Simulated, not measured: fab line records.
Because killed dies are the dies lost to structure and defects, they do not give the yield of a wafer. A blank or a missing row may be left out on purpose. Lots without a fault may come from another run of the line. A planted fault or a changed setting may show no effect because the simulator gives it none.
fab line records | flow sky130
record: lots: 13 | wafers: 39 | lastDay: 50
route steps=708 shown LI_CONTACT@384 METAL1@440 VIA1@461 VIA4@639 PAD_OPEN@708
lots untouched by any fault: they come from a run of this same line in which no faults occurred
startH: start of the lot's first displayed wafer, in hours after the record's first day | waitH: time in hours since the lot's previous step | " same as the row above | L1.1+2: one row covering several wafers at once | - no value, or no start given | * or withheld: withheld | < > ~ a bound
route shown NAME@n: a module of which the file shows steps, and the number in the route of the first | usual: mean/standard deviation taken from wafers without a fault | same: alike in all rows | chamber/n: place in a boat | sites: readings site by site | _std_site: the values' standard deviation | _edge_site: outer sites' mean less inner sites' | radiusMm: how far each site lies from the wafer's centre | mask NAME#n: copy n | behind: tool/chamber where the wafer was last shaped | hold: cause of the lot's hold/its duration in hours/its outcome | device: the transistor (n, p or np) that didn't switch | end of line: at the end of the route, the tests of the same wafers | for a step that has no rows: nothing shown but its recipe | killed: count of dies lost to structure and defects at first sort (not the wafer's yield) | map: shows each die of a wafer: x if killed, . if not, _ if none is there
set.NAME: the setting the step ran with; set.NAME@STEP: the setting that earlier step ran with | model.NAME: the simulator's own value behind a step, which no gauge read
a sample of lots followed through the steps of the route, with each step as a table and each wafer as a row
services: a tool's chamber out of use, with start hour (startH, from the record's first day; less than 0 if before it), hours out, and reason
== steps ==
step: SKY_LI_CONTACT_RS_MEAS_22
recipe: thkMeasGauge: four-point-probe | reads: W_of_LI_CONTACT_CVD_21+TiN_of_LI_CONTACT_SPUTTER_20+Ti_of_LI_CONTACT_SPUTTER_19
usual: LI_CONTACT_W_RS: 0.283/0.0035
lot.wafer | tool         | chamber | startH | waitH | LI_CONTACT_W_RS[ohm/sq]
L482.1    | filmMetro-01 | -       | 707.24 | 0.1   | 0.282
L482.3    | "            | -       | "      | "     | 0.284
L482.6    | "            | -       | "      | "     | 0.283
L483.1    | filmMetro-02 | -       | 707.73 | 0.1   | 0.283
L483.4    | "            | -       | "      | "     | 0.282
L483.5    | "            | -       | "      | "     | 0.276
L485.2    | filmMetro-01 | -       | 733.13 | 0.2   | 0.280
L485.5    | "            | -       | "      | "     | 0.286
L485.6    | "            | -       | "      | "     | 0.280
L484.1    | filmMetro-01 | -       | 733.29 | 0.1   | 0.284
L484.4    | "            | -       | "      | "     | 0.288
L484.5    | "            | -       | "      | "     | 0.285
L487.1    | filmMetro-02 | -       | 735.73 | 0.1   | 0.283
L487.4    | "            | -       | "      | "     | 0.282
L487.5    | "            | -       | "      | "     | 0.283
L489.1    | filmMetro-02 | -       | 763.59 | 0.1   | 0.286
L489.3    | "            | -       | "      | "     | 0.281
L489.6    | "            | -       | "      | "     | 0.282
L491.3    | filmMetro-02 | -       | 771.48 | 0.1   | 0.283
L491.5    | "            | -       | "      | "     | 0.285
L491.6    | "            | -       | "      | "     | 0.284
L492.3    | filmMetro-01 | -       | 803.04 | 0.1   | 0.279
L492.5    | "            | -       | "      | "     | 0.279
L492.6    | "            | -       | "      | "     | 0.286
L493.3    | filmMetro-03 | -       | 804.15 | 0.1   | 0.284
L493.5    | "            | -       | "      | "     | 0.279
L493.6    | "            | -       | "      | "     | 0.281
L497.3    | filmMetro-01 | -       | 804.22 | 0.1   | 0.278
L497.5    | "            | -       | "      | "     | 0.274
L497.6    | "            | -       | "      | "     | 0.278
L499.3    | filmMetro-02 | -       | 823.00 | 0.1   | 0.284
L499.4    | "            | -       | "      | "     | 0.279
L499.6    | "            | -       | "      | "     | 0.285
L502.2    | filmMetro-02 | -       | 834.91 | 0.1   | 0.284
L502.4    | "            | -       | "      | "     | 0.282
L502.5    | "            | -       | "      | "     | 0.283
L503.1    | filmMetro-02 | -       | 846.96 | 0.1   | 0.285
L503.3    | "            | -       | "      | "     | 0.289
L503.5    | "            | -       | "      | "     | 0.286
step: SKY_METAL1_THK_MEAS_06
recipe: thkMeasGauge: xrf | reads: AlCu_of_METAL1_SPUTTER_02
usual: METAL1_ALCU_THK: 251.1/2.2
lot.wafer | tool         | chamber | startH | waitH | METAL1_ALCU_THK[nm]
L482.1    | filmMetro-04 | -       | 765.64 | 0.1   | 250.9
L482.3    | "            | -       | "      | "     | 249.9
L482.6    | "            | -       | "      | "     | 249.6
L483.1    | filmMetro-02 | -       | 766.29 | 0.1   | 254.7
L483.4    | "            | -       | "      | "     | 252.9
L483.5    | "            | -       | "      | "     | 254.6
L485.2    | filmMetro-04 | -       | 789.14 | 0.1   | 248.5
L485.5    | "            | -       | "      | "     | 250.0
L485.6    | "            | -       | "      | "     | 250.4
L484.1    | filmMetro-02 | -       | 790.84 | 0.1   | 252.2
L484.4    | "            | -       | "      | "     | 249.0
L484.5    | "            | -       | "      | "     | 248.2
L487.1    | filmMetro-04 | -       | 793.69 | 0.1   | 250.5
L487.4    | "            | -       | "      | "     | 251.6
L487.5    | "            | -       | "      | "     | 251.2
L489.1    | filmMetro-03 | -       | 819.73 | 0.1   | 250.2
L489.3    | "            | -       | "      | "     | 250.8
L489.6    | "            | -       | "      | "     | 252.6
L491.3    | filmMetro-03 | -       | 827.12 | 0.1   | 251.6
L491.5    | "            | -       | "      | "     | 252.3
L491.6    | "            | -       | "      | "     | 250.7
L492.3    | filmMetro-03 | -       | 858.96 | 0.1   | 253.6
L492.5    | "            | -       | "      | "     | 253.0
L492.6    | "            | -       | "      | "     | 251.6
L493.3    | filmMetro-02 | -       | 859.20 | 0.1   | 251.4
L493.5    | "            | -       | "      | "     | 249.8
L493.6    | "            | -       | "      | "     | 254.0
L497.3    | filmMetro-02 | -       | 859.50 | 0.1   | 250.9
L497.5    | "            | -       | "      | "     | 253.7
L497.6    | "            | -       | "      | "     | 252.9
L499.3    | filmMetro-02 | -       | 878.31 | 0.1   | 256.2
L499.4    | "            | -       | "      | "     | 253.9
L499.6    | "            | -       | "      | "     | 255.3
L502.2    | filmMetro-03 | -       | 889.69 | 0.1   | 245.2
L502.4    | "            | -       | "      | "     | 245.8
L502.5    | "            | -       | "      | "     | 248.0
L503.1    | filmMetro-02 | -       | 901.78 | 0.1   | 249.6
L503.3    | "            | -       | "      | "     | 248.9
L503.5    | "            | -       | "      | "     | 248.6
step: SKY_VIA1_BOW_MEAS_03
recipe: mode: bow
usual: VIA1_BOW: 80/7.5
lot.wafer | tool         | chamber | startH | waitH | VIA1_BOW[um]
L482.1    | filmMetro-01 | -       | 792.78 | 0.2   | 66
L482.3    | "            | -       | "      | "     | 55
L482.6    | "            | -       | "      | "     | 64
L483.1    | filmMetro-01 | -       | 793.35 | 0.1   | 88
L483.4    | "            | -       | "      | "     | 77
L483.5    | "            | -       | "      | "     | 71
L485.2    | filmMetro-03 | -       | 817.45 | 0.2   | 78
L485.5    | "            | -       | "      | "     | 83
L485.6    | "            | -       | "      | "     | 81
L484.1    | filmMetro-02 | -       | 819.09 | 0.2   | 79
L484.4    | "            | -       | "      | "     | 70
L484.5    | "            | -       | "      | "     | 75
L487.1    | filmMetro-03 | -       | 822.83 | 0.2   | 77
L487.4    | "            | -       | "      | "     | 83
L487.5    | "            | -       | "      | "     | 84
L489.1    | filmMetro-03 | -       | 847.87 | 0.2   | 88
L489.3    | "            | -       | "      | "     | 78
L489.6    | "            | -       | "      | "     | 73
L491.3    | filmMetro-01 | -       | 854.83 | 0.3   | 82
L491.5    | "            | -       | "      | "     | 80
L491.6    | "            | -       | "      | "     | 74
L492.3    | filmMetro-01 | -       | 885.64 | 0.1   | 74
L492.5    | "            | -       | "      | "     | 92
L492.6    | "            | -       | "      | "     | 89
L493.3    | filmMetro-02 | -       | 885.99 | 0.3   | 79
L493.5    | "            | -       | "      | "     | 74
L493.6    | "            | -       | "      | "     | 83
L497.3    | filmMetro-01 | -       | 886.78 | 0.2   | 76
L497.5    | "            | -       | "      | "     | 77
L497.6    | "            | -       | "      | "     | 83
L499.3    | filmMetro-02 | -       | 905.94 | 0.1   | 84
L499.4    | "            | -       | "      | "     | 95
L499.6    | "            | -       | "      | "     | 86
L502.2    | filmMetro-01 | -       | 915.89 | 0.1   | 78
L502.4    | "            | -       | "      | "     | 79
L502.5    | "            | -       | "      | "     | 80
L503.1    | filmMetro-02 | -       | 927.26 | 0.1   | 76
L503.3    | "            | -       | "      | "     | 76
L503.5    | "            | -       | "      | "     | 74
step: SKY_VIA4_HDPCVD_00
recipe: material: SiO2 | targetThkNm: 1750 | sigmaOpenFrac: 0.3 | timeS: 291.7 | tempC: 400 | sih4FlowSccm: 60 | pressureMtorr: 6
lot.wafer  | tool      | chamber | startH  | waitH
L482.1+3+6 | hdpcvd-02 | 0,1,0   | 1002.07 | 0.0
L483.1+4+5 | hdpcvd-02 | 2,1,0   | 1003.87 | 0.0
L485.2+5+6 | hdpcvd-01 | 0,0,1   | 1022.53 | 0.0
L484.1+4+5 | hdpcvd-01 | 2,0,2   | 1024.48 | 0.0
L487.1+4+5 | hdpcvd-01 | 0,2,0   | 1028.22 | 0.0
L489.1+3+6 | hdpcvd-02 | 0,2,1   | 1051.13 | 0.0
L491.3+5+6 | hdpcvd-02 | 2,0,1   | 1056.75 | 0.0
L492.3+5+6 | hdpcvd-01 | 0,2,1   | 1081.73 | 0.0
L493.3+5+6 | hdpcvd-01 | 0,1,2   | 1082.49 | 0.0
L497.3+5+6 | hdpcvd-01 | 1,2,0   | 1084.33 | 0.0
L499.3+4+6 | hdpcvd-01 | 2,0,1   | 1097.93 | 0.0
L502.2+4+5 | hdpcvd-02 | 2,2,0   | 1106.63 | 0.0
L503.1+3+5 | hdpcvd-02 | 0,1,0   | 1117.48 | 0.0
step: SKY_VIA4_THK_MEAS_01
recipe: reads: SiO2_of_VIA4_HDPCVD_00
usual: VIA4_HDPCVD_THK: 1745/18
lot.wafer | tool         | chamber | startH  | waitH | VIA4_HDPCVD_THK[nm]
L482.1    | filmMetro-03 | -       | 1002.25 | 0.1   | 1760
L482.3    | "            | -       | "       | "     | 1761
L482.6    | "            | -       | "       | "     | 1739
L483.1    | filmMetro-04 | -       | 1004.05 | 0.1   | 1761
L483.4    | "            | -       | "       | "     | 1771
L483.5    | "            | -       | "       | "     | 1760
L485.2    | filmMetro-03 | -       | 1022.72 | 0.1   | 1750
L485.5    | "            | -       | "       | "     | 1725
L485.6    | "            | -       | "       | "     | 1777
L484.1    | filmMetro-04 | -       | 1024.65 | 0.1   | 1770
L484.4    | "            | -       | "       | "     | 1741
L484.5    | "            | -       | "       | "     | 1757
L487.1    | filmMetro-01 | -       | 1028.40 | 0.1   | 1753
L487.4    | "            | -       | "       | "     | 1753
L487.5    | "            | -       | "       | "     | 1758
L489.1    | filmMetro-04 | -       | 1051.31 | 0.1   | 1745
L489.3    | "            | -       | "       | "     | 1758
L489.6    | "            | -       | "       | "     | 1744
L491.3    | filmMetro-04 | -       | 1056.95 | 0.1   | 1783
L491.5    | "            | -       | "       | "     | 1771
L491.6    | "            | -       | "       | "     | 1757
L492.3    | filmMetro-01 | -       | 1081.92 | 0.1   | 1761
L492.5    | "            | -       | "       | "     | 1773
L492.6    | "            | -       | "       | "     | 1758
L493.3    | filmMetro-04 | -       | 1082.68 | 0.1   | 1710
L493.5    | "            | -       | "       | "     | 1713
L493.6    | "            | -       | "       | "     | 1723
L497.3    | filmMetro-03 | -       | 1084.53 | 0.1   | 815
L497.5    | "            | -       | "       | "     | 847
L497.6    | "            | -       | "       | "     | 815
L499.3    | filmMetro-04 | -       | 1098.13 | 0.1   | 830
L499.4    | "            | -       | "       | "     | 832
L499.6    | "            | -       | "       | "     | 835
L502.2    | filmMetro-01 | -       | 1106.81 | 0.1   | 1759
L502.4    | "            | -       | "       | "     | 1764
L502.5    | "            | -       | "       | "     | 1749
L503.1    | filmMetro-03 | -       | 1117.66 | 0.1   | 1757
L503.3    | "            | -       | "       | "     | 1765
L503.5    | "            | -       | "       | "     | 1772
step: SKY_PAD_OPEN_PROBE_99
usual: defectLimitedYield: 82.3/1.8 | killed_at_M0_to_M3: 44/6.9 | killed_at_M4_up: 3.3/1.7 | killedAtContacts: 24/5.5 | killedAtFrontEnd: 16/4.5 | killedAtOther: 0.2/0.46 | killedDies: 87/9.1 | killedOpen: 48/7.3 | killedShort: 39/6.2
same: grossDies: 492 | killedAtBackSide: 0
lot.wafer | tool      | chamber | startH  | waitH | defectLimitedYield[%] | killed_at_M0_to_M3 | killed_at_M4_up | killedAtContacts | killedAtFrontEnd | killedAtOther | killedDies | killedOpen | killedShort
L485.2    | prober-01 | -       | 1114.64 | 0.1   | 84.1                  | 38                 | 3               | 29               | 8                | 0             | 78         | 48         | 30
L485.5    | prober-01 | -       | 1114.79 | 0.2   | 81.5                  | 48                 | 4               | 20               | 18               | 1             | 91         | 47         | 44
L485.6    | prober-01 | -       | 1114.84 | 0.2   | 84.3                  | 40                 | 3               | 19               | 15               | 0             | 77         | 37         | 39
L484.1    | prober-02 | -       | 1117.64 | 0.1   | 84.6                  | 37                 | 1               | 24               | 14               | 0             | 76         | 40         | 34
L484.4    | prober-02 | -       | 1117.79 | 0.2   | 81.7                  | 39                 | 5               | 24               | 21               | 1             | 90         | 49         | 39
L484.5    | prober-02 | -       | 1117.84 | 0.2   | 81.7                  | 44                 | 5               | 22               | 19               | 0             | 90         | 45         | 45
L489.1    | prober-01 | -       | 1140.16 | 0.1   | 85.2                  | 33                 | 1               | 15               | 24               | 0             | 73         | 49         | 24
L489.3    | prober-01 | -       | 1140.26 | 0.2   | 84.8                  | 36                 | 4               | 22               | 13               | 0             | 75         | 36         | 38
L489.6    | prober-01 | -       | 1140.41 | 0.2   | 82.3                  | 41                 | 2               | 26               | 18               | 0             | 87         | 53         | 34
L491.3    | prober-01 | -       | 1145.74 | 0.2   | 82.9                  | 36                 | 3               | 26               | 19               | 0             | 84         | 47         | 37
L491.5    | prober-01 | -       | 1145.84 | 0.2   | 81.1                  | 38                 | 3               | 37               | 15               | 0             | 93         | 53         | 39
L491.6    | prober-01 | -       | 1145.89 | 0.2   | 84.3                  | 34                 | 3               | 26               | 13               | 1             | 77         | 43         | 33
L492.3    | prober-02 | -       | 1165.12 | 0.2   | 81.7                  | 41                 | 3               | 27               | 19               | 0             | 90         | 39         | 51
L492.5    | prober-02 | -       | 1165.22 | 0.2   | 81.7                  | 63                 | 2               | 14               | 11               | 0             | 90         | 36         | 54
L492.6    | prober-02 | -       | 1165.27 | 0.2   | 81.5                  | 49                 | 3               | 29               | 10               | 0             | 91         | 51         | 40
L493.3    | prober-01 | -       | 1166.93 | 0.2   | 82.5                  | 36                 | 2               | 27               | 21               | 0             | 86         | 48         | 37
L493.5    | prober-01 | -       | 1167.03 | 0.2   | 80.5                  | 40                 | 5               | 28               | 23               | 0             | 96         | 58         | 38
L493.6    | prober-01 | -       | 1167.08 | 0.2   | 86.6                  | 36                 | 2               | 17               | 11               | 0             | 66         | 26         | 40
L503.1    | prober-02 | -       | 1195.77 | 0.1   | 84.6                  | 44                 | 5               | 13               | 14               | 0             | 76         | 44         | 31
L503.3    | prober-02 | -       | 1195.87 | 0.2   | 83.7                  | 39                 | 4               | 28               | 9                | 0             | 80         | 45         | 35
L503.5    | prober-02 | -       | 1195.97 | 0.2   | 83.3                  | 41                 | 3               | 19               | 19               | 0             | 82         | 52         | 30
killed by level:class
L485.2 VIA1:geometricParticle:open=13 LI_CONTACT:geometricParticle:open=11 CONTACT:geometricParticle:open=10 LOCAL_INTERCONNECT:geometricParticle:short=5 VIA2:geometricParticle:open=4 METAL2:geometricParticle:short=4 METAL1:geometricParticle:short=3 VIA1:geometricParticle:short=3
L485.5 VIA1:geometricParticle:open=9 VIA3:geometricParticle:open=9 METAL1:geometricParticle:short=7 LI_CONTACT:geometricParticle:open=6 FIELD_ISO:geometricParticle:short=5 POLY_GATE:geometricParticle:open=5 LOCAL_INTERCONNECT:geometricParticle:short=5 CONTACT:geometricParticle:short=5
L485.6 VIA1:geometricParticle:open=9 FIELD_ISO:geometricParticle:short=6 METAL2:geometricParticle:short=6 CONTACT:geometricParticle:open=6 LI_CONTACT:geometricParticle:open=5 VIA2:geometricParticle:open=5 METAL3:geometricParticle:short=5 VIA3:geometricParticle:open=5
L484.1 VIA1:geometricParticle:open=13 FIELD_ISO:geometricParticle:short=7 CONTACT:geometricParticle:open=7 LI_CONTACT:geometricParticle:open=6 CONTACT:geometricParticle:short=6 METAL1:geometricParticle:short=5 VIA2:geometricParticle:short=4 VIA3:geometricParticle:open=4
L484.4 CONTACT:geometricParticle:open=10 METAL2:geometricParticle:short=8 VIA1:geometricParticle:open=7 VIA2:geometricParticle:open=6 FIELD_ISO:geometricParticle:open=5 LI_CONTACT:geometricParticle:open=5 FIELD_ISO:geometricParticle:short=4 SPACER:geometricParticle:open=4
L484.5 VIA1:geometricParticle:open=10 LI_CONTACT:geometricParticle:open=8 METAL2:geometricParticle:short=7 METAL1:geometricParticle:short=7 POLY_GATE:geometricParticle:short=6 CONTACT:geometricParticle:open=5 LOCAL_INTERCONNECT:geometricParticle:short=4 VIA2:geometricParticle:open=4
L489.1 VIA1:geometricParticle:open=12 POLY_GATE:geometricParticle:open=9 FIELD_ISO:geometricParticle:open=8 CONTACT:geometricParticle:open=6 VIA3:geometricParticle:open=5 VIA1:geometricParticle:short=4 POLY_GATE:geometricParticle:short=3 LI_CONTACT:geometricParticle:open=3
L489.3 CONTACT:geometricParticle:open=8 METAL1:geometricParticle:short=7 VIA3:geometricParticle:open=6 CONTACT:geometricParticle:short=5 VIA1:geometricParticle:open=5 SPACER:geometricParticle:open=4 METAL2:geometricParticle:short=4 METAL4:geometricParticle:short=4
L489.6 VIA1:geometricParticle:open=16 CONTACT:geometricParticle:open=13 FIELD_ISO:geometricParticle:open=7 VIA3:geometricParticle:open=7 CONTACT:geometricParticle:short=5 FIELD_ISO:geometricParticle:short=4 LOCAL_INTERCONNECT:geometricParticle:short=4 METAL2:geometricParticle:short=4
L491.3 CONTACT:geometricParticle:open=10 LI_CONTACT:geometricParticle:open=9 VIA2:geometricParticle:open=6 FIELD_ISO:geometricParticle:open=5 VIA3:geometricParticle:open=5 CONTACT:geometricParticle:short=5 METAL1:geometricParticle:short=5 VIA1:geometricParticle:short=5
L491.5 CONTACT:geometricParticle:open=18 VIA3:geometricParticle:open=9 CONTACT:geometricParticle:short=8 LI_CONTACT:geometricParticle:open=6 VIA1:geometricParticle:short=6 VIA2:geometricParticle:open=6 POLY_GATE:geometricParticle:short=4 VIA3:geometricParticle:short=4
L491.6 LI_CONTACT:geometricParticle:open=10 VIA1:geometricParticle:open=9 CONTACT:geometricParticle:open=6 METAL2:geometricParticle:short=5 LOCAL_INTERCONNECT:geometricParticle:short=4 CONTACT:geometricParticle:short=4 VIA3:geometricParticle:open=4 VIA3:geometricParticle:short=4
L492.3 LI_CONTACT:geometricParticle:open=8 METAL1:geometricParticle:short=8 METAL2:geometricParticle:short=7 FIELD_ISO:geometricParticle:open=6 POLY_GATE:geometricParticle:short=6 VIA1:geometricParticle:short=6 CONTACT:geometricParticle:short=6 VIA2:geometricParticle:open=6
L492.5 VIA1:geometricParticle:open=13 VIA1:geometricParticle:short=9 METAL2:geometricParticle:short=9 VIA3:geometricParticle:open=9 VIA3:geometricParticle:short=8 METAL1:geometricParticle:short=7 FIELD_ISO:geometricParticle:short=6 CONTACT:geometricParticle:short=4
L492.6 CONTACT:geometricParticle:open=13 VIA1:geometricParticle:open=11 VIA2:geometricParticle:open=10 METAL1:geometricParticle:short=7 LI_CONTACT:geometricParticle:open=6 VIA3:geometricParticle:open=5 METAL2:geometricParticle:short=5 LOCAL_INTERCONNECT:geometricParticle:short=4
L493.3 LI_CONTACT:geometricParticle:open=8 LOCAL_INTERCONNECT:geometricParticle:short=8 CONTACT:geometricParticle:open=8 VIA3:geometricParticle:open=8 METAL1:geometricParticle:short=7 POLY_GATE:geometricParticle:open=6 VIA2:geometricParticle:open=6 POLY_GATE:geometricParticle:short=4
L493.5 CONTACT:geometricParticle:open=9 VIA1:geometricParticle:open=8 LI_CONTACT:geometricParticle:open=8 VIA3:geometricParticle:open=8 FIELD_ISO:geometricParticle:open=7 CONTACT:geometricParticle:short=7 POLY_GATE:geometricParticle:open=5 VIA1:geometricParticle:short=5
L493.6 METAL2:geometricParticle:short=8 METAL1:geometricParticle:short=6 LI_CONTACT:geometricParticle:open=5 CONTACT:geometricParticle:short=5 VIA1:geometricParticle:open=4 VIA1:geometricParticle:short=4 VIA3:geometricParticle:open=4 FIELD_ISO:geometricParticle:open=3
L503.1 VIA1:geometricParticle:open=12 VIA2:geometricParticle:open=7 LI_CONTACT:geometricParticle:open=6 VIA3:geometricParticle:open=6 VIA3:geometricParticle:short=5 FIELD_ISO:geometricParticle:open=4 VIA2:geometricParticle:short=4 POLY_CUT:geometricParticle:open=3
L503.3 VIA1:geometricParticle:open=13 LI_CONTACT:geometricParticle:open=11 LI_CONTACT:geometricParticle:short=6 CONTACT:geometricParticle:open=5 CONTACT:geometricParticle:short=5 METAL1:geometricParticle:short=5 METAL2:geometricParticle:short=5 FIELD_ISO:geometricParticle:open=4
L503.5 VIA1:geometricParticle:open=11 VIA3:geometricParticle:open=10 FIELD_ISO:geometricParticle:open=7 CONTACT:geometricParticle:open=7 VIA1:geometricParticle:short=7 POLY_GATE:geometricParticle:open=5 LI_CONTACT:geometricParticle:open=5 FIELD_ISO:geometricParticle:short=3
== services ==
tool      | chamber | startH | hours | kind
hdpcvd-01 | -       | 995.61 | 0.5   | repair
== key ==
firstSign: step: SKY_VIA4_THK_MEAS_01 | reading: VIA4_HDPCVD_THK | direction: down | sigmas: 50 | usual: 1745 | struck: 829
effect none on later readings
metAt SKY_VIA4_HDPCVD_00
struckLots L497,L499
notActingAt SKY_LI_CONTACT_RS_MEAS_22,SKY_METAL1_THK_MEAS_06,SKY_VIA1_BOW_MEAS_03
onsetBetween 1082.49 1084.33
fault: kind: processParameterDrift | tool: hdpcvd-01 | chamber: - | onsetH: 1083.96 | steps: SKY_VIA4_HDPCVD_00 | channel: targetThkNm | offset: -909.83 | shape: step | endH: 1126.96 | actsIn: theseRecipesOnly | stated: 1750
